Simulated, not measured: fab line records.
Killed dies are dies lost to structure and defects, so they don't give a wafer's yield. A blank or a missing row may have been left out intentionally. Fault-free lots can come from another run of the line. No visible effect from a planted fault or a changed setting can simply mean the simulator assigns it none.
fab line records / flow sky130
[record] lots = 14 wafers = 42 lastDay = 50
route steps=708 shown VIA1@482 PAD_OPEN@708
lots that met no fault: taken from a fault-free run of the same line
startH: the number of hours between the record's first day and the start of the first shown wafer of the lot / waitH: time in hours since the lot's previous step / " identical to the entry in the row above / L1.1+2: several wafers, shown together as one row / - either no value or no given start / * or withheld: withheld / < > ~ a bound
route shown NAME@n: names a module that has steps shown in the file, with the first one's number in the route / usual: mean and standard deviation over wafers with no fault / same: alike in all rows / chamber/n: place in a boat / sites: per-site readings / _std_site: how widely they spread, as a standard deviation / _edge_site: inner sites' mean taken away from outer sites' mean / radiusMm: how far each site lies from the wafer's centre / mask NAME#n: copy n / behind: the most recent tool/chamber to have shaped the wafer / hold: cause of the lot's hold/its duration in hours/its outcome / device: which transistor (n, p or np) failed to switch / end of line: the same wafers' tests at the end of the route / a step given without rows: its recipe and nothing more / killed: count of dies lost to structure and defects at first sort (not the wafer's yield) / map: a wafer's dies, marking killed ones x, the rest . and places with no die _
set.NAME: setting as actually run; set.NAME@STEP: the setting as run at that earlier step / model.NAME: the simulator's own value behind a step, which no gauge read
route steps across a sampled set of lots; one table per step, one row per wafer
services: from which hour (startH, from the record's first day; less than 0 if before it) a tool's chamber was out of use, for how many hours, and why
[[steps]]
[step SKY_VIA1_CMP_24]
[recipe] stopOn = SiO2 tOverpolishS = 15 downForcePsi = 3.5 platenRpm = 60 targetThkNm = 0 padVelocityMS = 0.94248
[usual] motorCurrentA = 11.2/0.71 overpolishRunS = 15.001/0.01 timeToEndpointS = 65.4/2.3
lot.wafer=L481.4 tool=cmp-02 chamber=3 startH=806.13 waitH=0.0 motorCurrentA=12.0 overpolishRunS=14.980 timeToEndpointS=65.1
lot.wafer=L481.1 tool=cmp-02 chamber=0 startH=806.13 waitH=0.0 motorCurrentA=12.2 overpolishRunS=15.004 timeToEndpointS=70.7
lot.wafer=L481.5 tool=cmp-02 chamber=3 startH=806.13 waitH=0.0 motorCurrentA=12.1 overpolishRunS=15.011 timeToEndpointS=68.1
lot.wafer=L480.2 tool=cmp-02 chamber=0 startH=813.69 waitH=0.1 motorCurrentA=12.1 overpolishRunS=15.010 timeToEndpointS=65.1
lot.wafer=L480.6 tool=cmp-02 chamber=2 startH=813.69 waitH=0.1 motorCurrentA=10.5 overpolishRunS=14.987 timeToEndpointS=67.3
lot.wafer=L480.5 tool=cmp-02 chamber=3 startH=813.69 waitH=0.1 motorCurrentA=12.1 overpolishRunS=15.004 timeToEndpointS=62.3
lot.wafer=L482.3 tool=cmp-02 chamber=3 startH=816.08 waitH=0.1 motorCurrentA=11.7 overpolishRunS=14.987 timeToEndpointS=66.0
lot.wafer=L482.1 tool=cmp-02 chamber=0 startH=816.08 waitH=0.1 motorCurrentA=11.9 overpolishRunS=14.991 timeToEndpointS=37.6
lot.wafer=L482.5 tool=cmp-02 chamber=1 startH=816.08 waitH=0.1 motorCurrentA=11.0 overpolishRunS=14.991 timeToEndpointS=67.3
lot.wafer=L483.4 tool=cmp-02 chamber=2 startH=824.44 waitH=0.0 motorCurrentA=10.9 overpolishRunS=15.010 timeToEndpointS=33.7
lot.wafer=L483.2 tool=cmp-02 chamber=1 startH=824.44 waitH=0.0 motorCurrentA=10.8 overpolishRunS=15.005 timeToEndpointS=64.1
lot.wafer=L483.6 tool=cmp-02 chamber=2 startH=824.44 waitH=0.0 motorCurrentA=11.0 overpolishRunS=14.996 timeToEndpointS=65.3
lot.wafer=L491.1 tool=cmp-02 chamber=1 startH=892.67 waitH=0.1 motorCurrentA=10.5 overpolishRunS=14.997 timeToEndpointS=67.6
lot.wafer=L491.2 tool=cmp-02 chamber=2 startH=892.67 waitH=0.1 motorCurrentA=11.2 overpolishRunS=14.993 timeToEndpointS=65.0
lot.wafer=L491.6 tool=cmp-02 chamber=1 startH=892.67 waitH=0.1 motorCurrentA=11.0 overpolishRunS=15.002 timeToEndpointS=64.3
lot.wafer=L492.2 tool=cmp-01 chamber=0 startH=897.79 waitH=0.1 motorCurrentA=9.9 overpolishRunS=14.993 timeToEndpointS=62.4
lot.wafer=L492.4 tool=cmp-01 chamber=1 startH=897.79 waitH=0.1 motorCurrentA=11.8 overpolishRunS=15.015 timeToEndpointS=60.6
lot.wafer=L492.5 tool=cmp-01 chamber=2 startH=897.79 waitH=0.1 motorCurrentA=10.8 overpolishRunS=15.008 timeToEndpointS=65.0
lot.wafer=L493.1 tool=cmp-02 chamber=2 startH=905.49 waitH=0.1 motorCurrentA=11.0 overpolishRunS=15.000 timeToEndpointS=67.2
lot.wafer=L493.3 tool=cmp-02 chamber=0 startH=905.49 waitH=0.1 motorCurrentA=12.2 overpolishRunS=14.996 timeToEndpointS=66.9
lot.wafer=L493.5 tool=cmp-02 chamber=2 startH=905.49 waitH=0.1 motorCurrentA=11.3 overpolishRunS=14.990 timeToEndpointS=67.5
lot.wafer=L494.3 tool=cmp-01 chamber=2 startH=913.12 waitH=0.3 motorCurrentA=10.3 overpolishRunS=14.992 timeToEndpointS=62.8
lot.wafer=L494.4 tool=cmp-01 chamber=0 startH=913.12 waitH=0.3 motorCurrentA=10.2 overpolishRunS=15.003 timeToEndpointS=62.9
lot.wafer=L494.6 tool=cmp-01 chamber=1 startH=913.12 waitH=0.3 motorCurrentA=11.2 overpolishRunS=14.997 timeToEndpointS=63.9
lot.wafer=L496.3 tool=cmp-01 chamber=2 startH=932.43 waitH=0.1 motorCurrentA=10.6 overpolishRunS=15.021 timeToEndpointS=66.8
lot.wafer=L496.2 tool=cmp-01 chamber=0 startH=932.43 waitH=0.1 motorCurrentA=10.3 overpolishRunS=15.005 timeToEndpointS=66.6
lot.wafer=L496.1 tool=cmp-01 chamber=1 startH=932.43 waitH=0.1 motorCurrentA=12.4 overpolishRunS=15.006 timeToEndpointS=67.2
lot.wafer=L498.4 tool=cmp-01 chamber=0 startH=940.37 waitH=0.1 motorCurrentA=9.5 overpolishRunS=15.008 timeToEndpointS=66.1
lot.wafer=L498.1 tool=cmp-01 chamber=1 startH=940.37 waitH=0.1 motorCurrentA=11.8 overpolishRunS=14.993 timeToEndpointS=69.8
lot.wafer=L498.6 tool=cmp-01 chamber=2 startH=940.37 waitH=0.1 motorCurrentA=10.6 overpolishRunS=14.989 timeToEndpointS=69.2
lot.wafer=L497.4 tool=cmp-01 chamber=2 startH=943.74 waitH=0.1 motorCurrentA=11.0 overpolishRunS=15.004 timeToEndpointS=67.8
lot.wafer=L497.3 tool=cmp-01 chamber=3 startH=943.74 waitH=0.1 motorCurrentA=10.7 overpolishRunS=14.990 timeToEndpointS=63.5
lot.wafer=L497.5 tool=cmp-01 chamber=1 startH=943.74 waitH=0.1 motorCurrentA=11.6 overpolishRunS=14.997 timeToEndpointS=64.6
lot.wafer=L499.4 tool=cmp-02 chamber=2 startH=945.72 waitH=0.2 motorCurrentA=11.3 overpolishRunS=15.013 timeToEndpointS=63.8
lot.wafer=L499.2 tool=cmp-02 chamber=3 startH=945.72 waitH=0.2 motorCurrentA=12.0 overpolishRunS=15.027 timeToEndpointS=57.5
lot.wafer=L499.3 tool=cmp-02 chamber=1 startH=945.72 waitH=0.2 motorCurrentA=10.7 overpolishRunS=14.996 timeToEndpointS=61.4
lot.wafer=L501.4 tool=cmp-01 chamber=0 startH=956.69 waitH=0.1 motorCurrentA=9.9 overpolishRunS=14.995 timeToEndpointS=65.4
lot.wafer=L501.1 tool=cmp-01 chamber=1 startH=956.69 waitH=0.1 motorCurrentA=11.7 overpolishRunS=14.976 timeToEndpointS=69.9
lot.wafer=L501.6 tool=cmp-01 chamber=3 startH=956.69 waitH=0.1 motorCurrentA=11.6 overpolishRunS=14.986 timeToEndpointS=64.2
lot.wafer=L502.1 tool=cmp-02 chamber=2 startH=962.27 waitH=0.1 motorCurrentA=10.9 overpolishRunS=15.015 timeToEndpointS=67.9
lot.wafer=L502.4 tool=cmp-02 chamber=3 startH=962.27 waitH=0.1 motorCurrentA=11.7 overpolishRunS=14.992 timeToEndpointS=64.2
lot.wafer=L502.2 tool=cmp-02 chamber=0 startH=962.27 waitH=0.1 motorCurrentA=12.1 overpolishRunS=14.986 timeToEndpointS=63.2
[step SKY_PAD_OPEN_PROBE_99]
[usual] defectLimitedYield = 82.5/2 killed_at_M0_to_M3 = 44/7 killed_at_M4_up = 3.0/1.7 killedAtContacts = 24/5.2 killedAtFrontEnd = 15/4.8 killedAtOther = 0.2/0.56 killedDies = 86/9.7 killedOpen = 47/7.1 killedShort = 39/6.3 sort_bin_3_pad_short = 0.9/0.4 sort_bin_5_function = 10.3/1.6 sort_bin_6_memory = 6.3/1.2 sortNPass = 406/9.7 sortYieldPct = 82.5/2
[same] grossDies = 492 killedAtBackSide = 0 sort_bin_4_leakage[%] = 0 sort_bin_8_speed[%] = 0
lot.wafer=L491.1 tool=prober-02 chamber=- startH=1155.19 waitH=0.1 defectLimitedYield[%]=80.7 killed_at_M0_to_M3=47 killed_at_M4_up=5 killedAtContacts=32 killedAtFrontEnd=11 killedAtOther=0 killedDies=95 killedOpen=56 killedShort=39 sort_bin_3_pad_short[%]=1.2 sort_bin_5_function[%]=11.2 sort_bin_6_memory[%]=6.9 sortNPass=397 sortYieldPct[%]=80.7
lot.wafer=L491.2 tool=prober-02 chamber=- startH=1155.24 waitH=0.1 defectLimitedYield[%]=81.3 killed_at_M0_to_M3=51 killed_at_M4_up=3 killedAtContacts=25 killedAtFrontEnd=11 killedAtOther=2 killedDies=92 killedOpen=56 killedShort=34 sort_bin_3_pad_short[%]=0.4 sort_bin_5_function[%]=11.6 sort_bin_6_memory[%]=6.7 sortNPass=400 sortYieldPct[%]=81.3
lot.wafer=L491.6 tool=prober-02 chamber=- startH=1155.44 waitH=0.2 defectLimitedYield[%]=81.5 killed_at_M0_to_M3=47 killed_at_M4_up=5 killedAtContacts=29 killedAtFrontEnd=8 killedAtOther=2 killedDies=91 killedOpen=54 killedShort=37 sort_bin_3_pad_short[%]=0.8 sort_bin_5_function[%]=10.0 sort_bin_6_memory[%]=7.7 sortNPass=401 sortYieldPct[%]=81.5
lot.wafer=L492.2 tool=prober-01 chamber=- startH=1159.59 waitH=0.1 defectLimitedYield[%]=81.5 killed_at_M0_to_M3=51 killed_at_M4_up=4 killedAtContacts=21 killedAtFrontEnd=14 killedAtOther=1 killedDies=91 killedOpen=51 killedShort=39 sort_bin_3_pad_short[%]=0.6 sort_bin_5_function[%]=12.8 sort_bin_6_memory[%]=5.1 sortNPass=401 sortYieldPct[%]=81.5
lot.wafer=L492.4 tool=prober-01 chamber=- startH=1159.69 waitH=0.2 defectLimitedYield[%]=80.5 killed_at_M0_to_M3=41 killed_at_M4_up=3 killedAtContacts=24 killedAtFrontEnd=26 killedAtOther=2 killedDies=96 killedOpen=59 killedShort=36 sort_bin_3_pad_short[%]=0.6 sort_bin_5_function[%]=12.4 sort_bin_6_memory[%]=6.5 sortNPass=396 sortYieldPct[%]=80.5
lot.wafer=L492.5 tool=prober-01 chamber=- startH=1159.74 waitH=0.2 defectLimitedYield[%]=80.7 killed_at_M0_to_M3=52 killed_at_M4_up=3 killedAtContacts=25 killedAtFrontEnd=14 killedAtOther=1 killedDies=95 killedOpen=52 killedShort=43 sort_bin_3_pad_short[%]=1.8 sort_bin_5_function[%]=10.8 sort_bin_6_memory[%]=6.7 sortNPass=397 sortYieldPct[%]=80.7
lot.wafer=L493.1 tool=prober-02 chamber=- startH=1163.82 waitH=0.1 defectLimitedYield[%]=82.9 killed_at_M0_to_M3=35 killed_at_M4_up=2 killedAtContacts=27 killedAtFrontEnd=19 killedAtOther=1 killedDies=84 killedOpen=37 killedShort=47 sort_bin_3_pad_short[%]=1.4 sort_bin_5_function[%]=10.4 sort_bin_6_memory[%]=5.3 sortNPass=408 sortYieldPct[%]=82.9
lot.wafer=L493.3 tool=prober-02 chamber=- startH=1163.92 waitH=0.2 defectLimitedYield[%]=83.3 killed_at_M0_to_M3=46 killed_at_M4_up=6 killedAtContacts=19 killedAtFrontEnd=10 killedAtOther=1 killedDies=82 killedOpen=45 killedShort=37 sort_bin_3_pad_short[%]=0.6 sort_bin_5_function[%]=9.3 sort_bin_6_memory[%]=6.7 sortNPass=410 sortYieldPct[%]=83.3
lot.wafer=L493.5 tool=prober-02 chamber=- startH=1164.02 waitH=0.2 defectLimitedYield[%]=80.9 killed_at_M0_to_M3=42 killed_at_M4_up=3 killedAtContacts=28 killedAtFrontEnd=21 killedAtOther=0 killedDies=94 killedOpen=49 killedShort=45 sort_bin_3_pad_short[%]=0.6 sort_bin_5_function[%]=12.2 sort_bin_6_memory[%]=6.3 sortNPass=398 sortYieldPct[%]=80.9
// killed by level:class
L491.1 VIA1:geometricParticle:open=13 CONTACT:geometricParticle:open=11 VIA3:geometricParticle:open=8 LI_CONTACT:geometricParticle:open=8 VIA3:geometricParticle:short=7 VIA2:geometricParticle:open=7 LOCAL_INTERCONNECT:geometricParticle:short=6 VIA1:geometricParticle:short=5
L491.2 VIA1:geometricParticle:open=13 CONTACT:geometricParticle:open=12 VIA3:geometricParticle:open=9 VIA1:geometricParticle:short=7 VIA2:geometricParticle:open=7 LI_CONTACT:geometricParticle:open=5 LOCAL_INTERCONNECT:geometricParticle:short=5 METAL1:geometricParticle:short=4
L491.6 VIA1:geometricParticle:open=13 CONTACT:geometricParticle:open=10 LI_CONTACT:geometricParticle:open=8 VIA3:geometricParticle:open=7 VIA2:geometricParticle:short=7 METAL1:geometricParticle:short=6 CONTACT:geometricParticle:short=5 FIELD_ISO:geometricParticle:open=4
L492.2 VIA1:geometricParticle:open=10 VIA2:geometricParticle:open=9 CONTACT:geometricParticle:open=8 VIA3:geometricParticle:open=6 METAL1:geometricParticle:short=5 VIA1:geometricParticle:short=4 FIELD_ISO:geometricParticle:short=4 LI_CONTACT:geometricParticle:open=4
L492.4 VIA1:geometricParticle:open=11 LI_CONTACT:geometricParticle:open=10 VIA3:geometricParticle:open=9 FIELD_ISO:geometricParticle:open=8 CONTACT:geometricParticle:open=8 FIELD_ISO:geometricParticle:short=6 POLY_GATE:geometricParticle:short=6 METAL1:geometricParticle:short=5
L492.5 VIA1:geometricParticle:open=15 CONTACT:geometricParticle:open=12 VIA3:geometricParticle:open=7 METAL2:geometricParticle:short=7 METAL1:geometricParticle:short=5 FIELD_ISO:geometricParticle:short=5 FIELD_ISO:geometricParticle:open=5 VIA2:geometricParticle:short=5
L493.1 CONTACT:geometricParticle:open=8 VIA1:geometricParticle:open=8 LOCAL_INTERCONNECT:geometricParticle:short=7 METAL1:geometricParticle:short=7 VIA2:geometricParticle:open=6 CONTACT:geometricParticle:short=5 POLY_GATE:geometricParticle:short=5 LI_CONTACT:geometricParticle:open=5
L493.3 VIA1:geometricParticle:open=11 VIA1:geometricParticle:short=7 VIA3:geometricParticle:open=7 LI_CONTACT:geometricParticle:open=6 METAL2:geometricParticle:short=6 VIA2:geometricParticle:open=6 CONTACT:geometricParticle:open=5 METAL1:geometricParticle:short=5
L493.5 LI_CONTACT:geometricParticle:open=10 VIA3:geometricParticle:open=9 VIA1:geometricParticle:open=9 LOCAL_INTERCONNECT:geometricParticle:short=6 METAL1:geometricParticle:short=6 POLY_GATE:geometricParticle:short=5 CONTACT:geometricParticle:open=5 FIELD_ISO:geometricParticle:short=4
[[services]]
tool=cmp-02 chamber=- startH=912.00 hours=4.0 kind=pm
tool=cmp-02 chamber=- startH=916.00 hours=- kind=consumableReplace:conditioner
tool=cmp-02 chamber=- startH=916.00 hours=- kind=consumableReplace:pad
tool=cmp-01 chamber=- startH=918.50 hours=5.3 kind=pm
tool=cmp-01 chamber=- startH=926.55 hours=3.8 kind=repair
tool=cmp-01 chamber=- startH=926.73 hours=5.7 kind=repair
[[key]]
[firstSign] step = SKY_VIA1_CMP_24 reading = timeToEndpointS direction = down sigmas = 13 usual = * struck = *
effect none on later readings
metAt SKY_VIA1_CMP_24
struckLots L482,L483
struckWafers L482.1,L483.4
onsetBetween 813.69 816.08
[fault] kind = processParameterDrift tool = cmp-02 chamber = - onsetH = 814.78 steps = SKY_VIA1_CMP_24 channel = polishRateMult offset = 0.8 shape = step endH = 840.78 scope = struckWafersOnly
